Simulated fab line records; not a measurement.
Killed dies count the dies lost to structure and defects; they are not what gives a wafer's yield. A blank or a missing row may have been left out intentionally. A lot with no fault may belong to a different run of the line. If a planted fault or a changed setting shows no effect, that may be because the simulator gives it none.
fab line records	flow sky130
record: lots: 14	wafers: 42	last-day: 50
route steps=708 shown NWELL@76 POLY_GATE@226 LDD_HVP@285 PAD_OPEN@708
lots that met no fault: from a run of the same line without faults
start-h: the number of hours between the record's first day and the start of the first shown wafer of the lot	wait-h: how many hours have passed since the lot's step before this one	" identical to the entry in the row above	L1.1+2: several wafers, shown together as one row	- either no value or no given start	* or withheld: withheld	< > ~ a bound
route shown NAME@n: names a module that has steps shown in the file, with the first one's number in the route	usual: mean/standard deviation of fault-free wafers	same: alike in all rows	chamber/n: place in a boat	sites: readings site by site	_std_site: standard deviation across them	_edge_site: inner sites' mean taken away from outer sites' mean	radius-mm: for every site, how far away it sits from the centre of the wafer	mask NAME#n: copy n	behind: the tool/chamber that last shaped the wafer	hold: reason for holding the lot/hours on hold/outcome of the hold	device: which transistor (n, p or np) failed to switch	end of line: tests of these same wafers at the route's end	a step given without rows: its recipe and nothing more	killed: the dies lost at the first sort to structure and to defects; this is not the yield of the wafer	map: per-die view of a wafer (x killed, . not killed, _ where there is no die)
set.NAME: the setting that was run; set.NAME@STEP: the one run at that earlier step	model.NAME: the simulator's own value behind a step, which no gauge read
one table for each step of the route and one row for each wafer, over a sample of lots
services: a tool's chamber out of use, with start hour (start-h, from the record's first day; less than 0 if before it), hours out, and reason
== steps ==
step: SKY_NWELL_OVL_MEAS_23
usual: NWELL_01_OVL: -1.3/1.3
lot.wafer	tool	chamber	start-h	wait-h	NWELL_01_OVL[nm]
L848.3	overlay-01	-	102.62	-	-2.8
L848.4	"	-	"	"	-1.4
L848.6	"	-	"	"	-0.3
L852.1	overlay-01	-	128.35	-	-2.7
L852.3	"	-	"	"	-3.5
L852.4	"	-	"	"	-1.7
L853.1	overlay-02	-	137.23	-	0.0
L853.5	"	-	"	"	-0.3
L853.6	"	-	"	"	-0.9
L854.2	overlay-01	-	140.85	-	-2.3
L854.3	"	-	"	"	-3.3
L854.5	"	-	"	"	-3.1
L855.2	overlay-01	-	149.46	-	0.0
L855.4	"	-	"	"	-2.2
L855.5	"	-	"	"	0.1
L856.3	overlay-02	-	150.16	-	0.6
L856.4	"	-	"	"	-1.0
L856.6	"	-	"	"	-0.8
L863.3	overlay-02	-	195.29	-	-0.8
L863.5	"	-	"	"	-0.7
L863.6	"	-	"	"	-1.5
L865.1	overlay-01	-	214.75	-	-1.6
L865.2	"	-	"	"	-2.1
L865.4	"	-	"	"	-1.5
L866.2	overlay-01	-	215.76	-	-2.9
L866.4	"	-	"	"	1.6
L866.6	"	-	"	"	0.0
L867.1	overlay-01	-	219.70	-	0.3
L867.2	"	-	"	"	-0.5
L867.6	"	-	"	"	-2.0
L868.1	overlay-02	-	227.85	-	0.5
L868.3	"	-	"	"	-0.5
L868.6	"	-	"	"	-1.2
L869.1	overlay-01	-	228.65	-	-3.4
L869.4	"	-	"	"	-1.5
L869.6	"	-	"	"	-4.2
L870.1	overlay-01	-	236.00	-	-2.6
L870.2	"	-	"	"	-0.8
L870.3	"	-	"	"	-0.6
L871.2	overlay-01	-	240.33	-	-1.5
L871.5	"	-	"	"	-1.8
L871.6	"	-	"	"	-1.9
step: SKY_NWELL_RTA_28
recipe: temp-c: 1050	time-s: 30	idle-temp-c: 650	ramp-up-c-per-s: 150	ramp-down-c-per-s: 90	ambient: N2
usual: lamp-power-pct: 25.31/0.056	wafer_temp_C_max: 1054.9/0.85
lot.wafer	tool	chamber	start-h	wait-h	lamp-power-pct	wafer_temp_C_max
L848.3	rtp-anneal-02	0	103.05	0.0	25.30	1054.7
L848.4	"	0	"	"	25.35	1054.3
L848.6	"	0	"	"	25.33	1054.4
L852.1	rtp-anneal-02	0	128.74	0.0	25.37	1057.3
L852.3	"	0	"	"	25.31	1055.8
L852.4	"	0	"	"	25.22	1055.7
L853.1	rtp-anneal-01	0	137.63	0.0	25.33	1054.7
L853.5	"	0	"	"	25.34	1055.9
L853.6	"	0	"	"	25.23	1055.6
L854.2	rtp-anneal-02	0	141.26	0.0	25.24	1055.5
L854.3	"	0	"	"	25.29	1054.4
L854.5	"	0	"	"	25.32	1056.2
L855.2	rtp-anneal-02	0	149.87	0.0	25.19	1055.2
L855.4	"	0	"	"	25.24	1055.9
L855.5	"	0	"	"	25.25	1055.8
L856.3	rtp-anneal-01	0	150.58	0.0	25.27	1055.5
L856.4	"	0	"	"	25.27	1056.5
L856.6	"	0	"	"	25.21	1054.5
L863.3	rtp-anneal-01	0	195.71	0.0	25.32	1056.3
L863.5	"	0	"	"	25.30	1055.0
L863.6	"	0	"	"	25.33	1055.0
L865.1	rtp-anneal-01	0	215.15	0.0	25.30	1054.6
L865.2	"	0	"	"	25.37	1054.6
L865.4	"	0	"	"	25.33	1054.8
L866.2	rtp-anneal-02	0	216.18	0.0	25.25	1054.1
L866.4	"	0	"	"	25.31	1054.9
L866.6	"	0	"	"	25.37	1053.7
L867.1	rtp-anneal-02	0	220.09	0.0	25.32	1054.6
L867.2	"	0	"	"	25.25	1054.1
L867.6	"	0	"	"	25.25	1054.5
L868.1	rtp-anneal-01	0	228.24	0.0	25.32	1055.9
L868.3	"	0	"	"	25.41	1055.7
L868.6	"	0	"	"	25.31	1055.0
L869.1	rtp-anneal-02	0	229.05	0.0	25.34	1055.3
L869.4	"	0	"	"	25.24	1053.3
L869.6	"	0	"	"	25.22	1055.2
L870.1	rtp-anneal-02	0	236.41	0.0	25.15	1054.3
L870.2	"	0	"	"	25.37	1055.5
L870.3	"	0	"	"	25.29	1053.3
L871.2	rtp-anneal-01	0	240.76	0.0	25.33	1054.7
L871.5	"	0	"	"	25.33	1054.7
L871.6	"	0	"	"	25.38	1055.4
step: SKY_POLY_GATE_DEVELOP_12
recipe: develop-time-s: 60	resist: KrF-thick	dev-temp-c: 21
usual: developer-temp-C: 21.01/0.11
lot.wafer	tool	chamber	start-h	wait-h	developer-temp-C
L848.3	litho-track-04	0	364	-	20.83
L848.4	"	0	"	"	20.80
L848.6	"	0	"	"	20.95
L852.1	litho-track-04	0	406	-	20.95
L852.3	"	0	"	"	20.80
L852.4	"	0	"	"	20.95
L853.1	litho-track-01	0	415	-	21.04
L853.5	"	0	"	"	20.93
L853.6	"	0	"	"	21.13
L854.2	litho-track-04	0	419	-	18.84
L854.3	"	0	"	"	18.83
L854.5	"	0	"	"	18.82
L855.2	litho-track-04	0	440	-	18.83
L855.4	"	0	441	-	18.90
L855.5	"	0	"	"	18.84
L856.3	litho-track-04	0	441	-	18.90
L856.4	"	0	"	"	18.89
L856.6	"	0	"	"	18.98
L863.3	litho-track-02	0	503	-	21.12
L863.5	"	0	"	"	21.08
L863.6	"	0	"	"	21.05
L865.1	litho-track-01	0	530	-	20.90
L865.2	"	0	"	"	21.10
L865.4	"	0	"	"	20.98
L866.2	litho-track-04	0	530	-	20.89
L866.4	"	0	"	"	21.02
L866.6	"	0	"	"	20.83
L867.1	litho-track-02	0	537	-	20.91
L867.2	"	0	"	"	21.01
L867.6	"	0	"	"	20.85
L868.1	litho-track-04	0	544	-	21.21
L868.3	"	0	"	"	21.30
L868.6	"	0	"	"	21.09
L869.1	litho-track-02	0	546	-	20.96
L869.4	"	0	"	"	20.88
L869.6	"	0	547	-	20.90
L870.1	litho-track-01	0	554	-	21.15
L870.2	"	0	"	"	21.06
L870.3	"	0	"	"	21.02
L871.2	litho-track-02	0	560	-	20.98
L871.5	"	0	"	"	21.14
L871.6	"	0	"	"	21.01
step: SKY_LDD_HVP_OVL_MEAS_07
usual: LDD_HVP_OVL: 0.0/1.3
lot.wafer	tool	chamber	start-h	wait-h	LDD_HVP_OVL[nm]
L848.3	overlay-01	-	488.45	0.1	-1.2
L848.4	"	-	"	"	-0.7
L848.6	"	-	"	"	0.1
L852.1	overlay-01	-	534.28	0.1	-0.5
L852.3	"	-	"	"	-2.4
L852.4	"	-	"	"	-1.4
L853.1	overlay-02	-	542.33	0.1	-0.4
L853.5	"	-	"	"	1.1
L853.6	"	-	"	"	0.5
L854.2	overlay-01	-	545.30	0.1	0.4
L854.3	"	-	"	"	-1.3
L854.5	"	-	"	"	-1.5
L855.2	overlay-02	-	566.30	0.1	3.3
L855.4	"	-	"	"	-0.5
L855.5	"	-	"	"	0.7
L856.3	overlay-01	-	567.21	0.1	-0.1
L856.4	"	-	"	"	-1.1
L856.6	"	-	"	"	-2.2
L863.3	overlay-01	-	625.10	0.1	-1.7
L863.5	"	-	"	"	-0.4
L863.6	"	-	"	"	-0.3
L865.1	overlay-02	-	650.74	0.1	-0.5
L865.2	"	-	"	"	0.0
L865.4	"	-	"	"	1.0
L866.2	overlay-02	-	651.83	0.1	2.4
L866.4	"	-	"	"	-1.1
L866.6	"	-	"	"	-1.9
L867.1	overlay-02	-	657.39	0.1	1.1
L867.2	"	-	"	"	1.3
L867.6	"	-	"	"	1.9
L868.1	overlay-01	-	665.59	0.1	0.9
L868.3	"	-	"	"	0.0
L868.6	"	-	"	"	0.5
L869.1	overlay-01	-	667.53	0.1	-0.7
L869.4	"	-	"	"	-0.8
L869.6	"	-	"	"	-0.7
L870.1	overlay-01	-	672.43	0.1	1.0
L870.2	"	-	"	"	-1.3
L870.3	"	-	"	"	1.2
L871.2	overlay-02	-	679.43	0.1	1.8
L871.5	"	-	"	"	0.1
L871.6	"	-	"	"	0.8
step: SKY_PAD_OPEN_PROBE_99
usual: killed_at_M0_to_M3: 44/6.6	killed_at_M4_up: 3.4/1.9	killed-at-contacts: 25/5.6	killed-at-front-end: 15/4.6	killed-at-other: 0.3/0.6	killed-dies: 88/9.5	killed-open: 47/7.1	killed-short: 40/6.4
same: gross-dies: 492	killed-at-back-side: 0
lot.wafer	tool	chamber	start-h	wait-h	killed_at_M0_to_M3	killed_at_M4_up	killed-at-contacts	killed-at-front-end	killed-at-other	killed-dies	killed-open	killed-short
L853.1	prober-01	-	1108.92	0.1	32	5	16	17	0	70	28	42
L853.5	prober-01	-	1109.12	0.2	39	1	20	11	0	71	43	28
L853.6	prober-01	-	1109.17	0.2	38	0	22	11	0	71	39	32
L856.3	prober-02	-	1121.18	0.2	59	4	30	11	1	105	56	49
L856.4	prober-02	-	1121.23	0.2	60	4	30	8	0	102	58	44
L856.6	prober-02	-	1121.33	0.2	37	2	23	16	0	78	44	34
L863.3	prober-01	-	1158.77	0.2	34	5	29	13	1	82	46	36
L863.5	prober-01	-	1158.87	0.2	39	1	29	21	0	90	46	44
L863.6	prober-01	-	1158.92	0.2	38	1	14	20	0	73	36	37
L865.1	prober-01	-	1175.76	0.1	45	5	27	17	0	94	41	53
L865.2	prober-01	-	1175.81	0.1	39	4	22	19	0	84	40	44
L865.4	prober-01	-	1175.91	0.2	51	4	23	9	0	87	43	44
L867.1	prober-02	-	1184.11	0.1	46	2	27	18	1	94	45	49
L867.2	prober-02	-	1184.16	0.1	47	2	21	15	0	85	48	37
L867.6	prober-02	-	1184.36	0.2	48	3	39	8	0	98	54	44
killed by level:class
L853.1 POLY_GATE:geometric-particle:short=7 METAL1:geometric-particle:short=7 METAL2:geometric-particle:short=6 LI_CONTACT:geometric-particle:open=5 LOCAL_INTERCONNECT:geometric-particle:short=5 FIELD_ISO:geometric-particle:short=4 CONTACT:geometric-particle:open=4 VIA2:geometric-particle:open=4
L853.5 VIA1:geometric-particle:open=14 VIA2:geometric-particle:open=8 CONTACT:geometric-particle:short=6 CONTACT:geometric-particle:open=6 VIA1:geometric-particle:short=5 POLY_GATE:geometric-particle:open=4 FIELD_ISO:geometric-particle:short=3 VIA3:geometric-particle:open=3
L853.6 VIA2:geometric-particle:open=8 VIA1:geometric-particle:open=7 LI_CONTACT:geometric-particle:open=6 METAL1:geometric-particle:short=5 LOCAL_INTERCONNECT:geometric-particle:short=5 CONTACT:geometric-particle:open=5 VIA3:geometric-particle:open=5 CONTACT:geometric-particle:short=4
L856.3 VIA1:geometric-particle:open=17 CONTACT:geometric-particle:open=13 VIA1:geometric-particle:short=10 VIA2:geometric-particle:open=7 METAL2:geometric-particle:short=5 LI_CONTACT:geometric-particle:short=5 LOCAL_INTERCONNECT:geometric-particle:short=5 VIA3:geometric-particle:short=5
L856.4 LI_CONTACT:geometric-particle:open=16 VIA1:geometric-particle:open=14 VIA2:geometric-particle:open=9 METAL2:geometric-particle:short=8 CONTACT:geometric-particle:open=7 VIA1:geometric-particle:short=6 VIA3:geometric-particle:open=5 METAL1:geometric-particle:short=5
L856.6 VIA1:geometric-particle:open=11 LI_CONTACT:geometric-particle:open=8 POLY_GATE:geometric-particle:open=7 CONTACT:geometric-particle:short=6 VIA2:geometric-particle:open=6 FIELD_ISO:geometric-particle:short=5 VIA1:geometric-particle:short=4 FIELD_ISO:geometric-particle:open=3
L863.3 CONTACT:geometric-particle:open=14 CONTACT:geometric-particle:short=10 VIA2:geometric-particle:open=7 METAL2:geometric-particle:short=5 VIA1:geometric-particle:open=5 VIA3:geometric-particle:open=5 METAL4:geometric-particle:short=4 FIELD_ISO:geometric-particle:open=3
L863.5 CONTACT:geometric-particle:open=12 VIA3:geometric-particle:open=7 LI_CONTACT:geometric-particle:open=6 METAL1:geometric-particle:short=6 POLY_GATE:geometric-particle:open=5 VIA1:geometric-particle:open=5 VIA3:geometric-particle:short=5 FIELD_ISO:geometric-particle:short=4
L863.6 FIELD_ISO:geometric-particle:short=7 POLY_GATE:geometric-particle:short=7 METAL1:geometric-particle:short=7 VIA2:geometric-particle:open=7 VIA1:geometric-particle:open=6 FIELD_ISO:geometric-particle:open=5 CONTACT:geometric-particle:open=5 VIA3:geometric-particle:open=5
L865.1 CONTACT:geometric-particle:open=9 CONTACT:geometric-particle:short=8 VIA1:geometric-particle:open=8 METAL1:geometric-particle:short=7 METAL2:geometric-particle:short=7 POLY_GATE:geometric-particle:short=6 LI_CONTACT:geometric-particle:open=5 VIA2:geometric-particle:short=5
L865.2 LI_CONTACT:geometric-particle:open=9 VIA1:geometric-particle:open=6 VIA3:geometric-particle:open=6 VIA3:geometric-particle:short=6 FIELD_ISO:geometric-particle:short=5 FIELD_ISO:geometric-particle:open=5 CONTACT:geometric-particle:open=5 VIA2:geometric-particle:open=5
L865.4 VIA1:geometric-particle:open=11 CONTACT:geometric-particle:open=9 METAL1:geometric-particle:short=8 METAL3:geometric-particle:short=6 METAL2:geometric-particle:short=6 LOCAL_INTERCONNECT:geometric-particle:short=5 VIA3:geometric-particle:open=5 VIA2:geometric-particle:open=5
L867.1 CONTACT:geometric-particle:open=9 VIA1:geometric-particle:short=8 LI_CONTACT:geometric-particle:open=8 METAL2:geometric-particle:short=8 VIA3:geometric-particle:short=6 VIA2:geometric-particle:open=6 VIA3:geometric-particle:open=6 FIELD_ISO:geometric-particle:short=5
L867.2 VIA1:geometric-particle:open=13 CONTACT:geometric-particle:open=9 VIA2:geometric-particle:open=6 VIA1:geometric-particle:short=6 FIELD_ISO:geometric-particle:open=5 LI_CONTACT:geometric-particle:open=5 METAL1:geometric-particle:short=5 METAL3:geometric-particle:short=5
L867.6 CONTACT:geometric-particle:open=14 LI_CONTACT:geometric-particle:open=9 CONTACT:geometric-particle:short=8 METAL1:geometric-particle:short=8 VIA3:geometric-particle:open=8 VIA2:geometric-particle:open=7 VIA1:geometric-particle:open=6 LOCAL_INTERCONNECT:geometric-particle:short=5
== services ==
tool	chamber	start-h	hours	kind
rtp-anneal-01	-	189.07	0.9	pm
rtp-anneal-01	-	281.95	6.1	pm
== key ==
first-sign: step: SKY_POLY_GATE_DEVELOP_12	reading: developer-temp-C	direction: down	sigmas: 19	usual: *	struck: *
effect none on later readings
met-at SKY_POLY_GATE_DEVELOP_12
struck-lots L854,L855,L856
tester-left-out L854,L855,L856
not-acting-at SKY_NWELL_OVL_MEAS_23,SKY_NWELL_RTA_28,SKY_LDD_HVP_OVL_MEAS_07
onset-between 406 419
fault: kind: process-parameter-drift	tool: litho-track-04	chamber: -	onset-h: 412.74	steps: SKY_POLY_GATE_DEVELOP_12	channel: dev-temp-c	offset: *	shape: step	end-h: 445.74	acts-in: *	stated: *
tester-left-out: of these lots the tester's yield and bins aren't shown, on N5 and GAA mostly nor the transistor test; their killed dies are dies lost to structure and defects alone, not to doping, threshold or leakage, so they don't give the yield
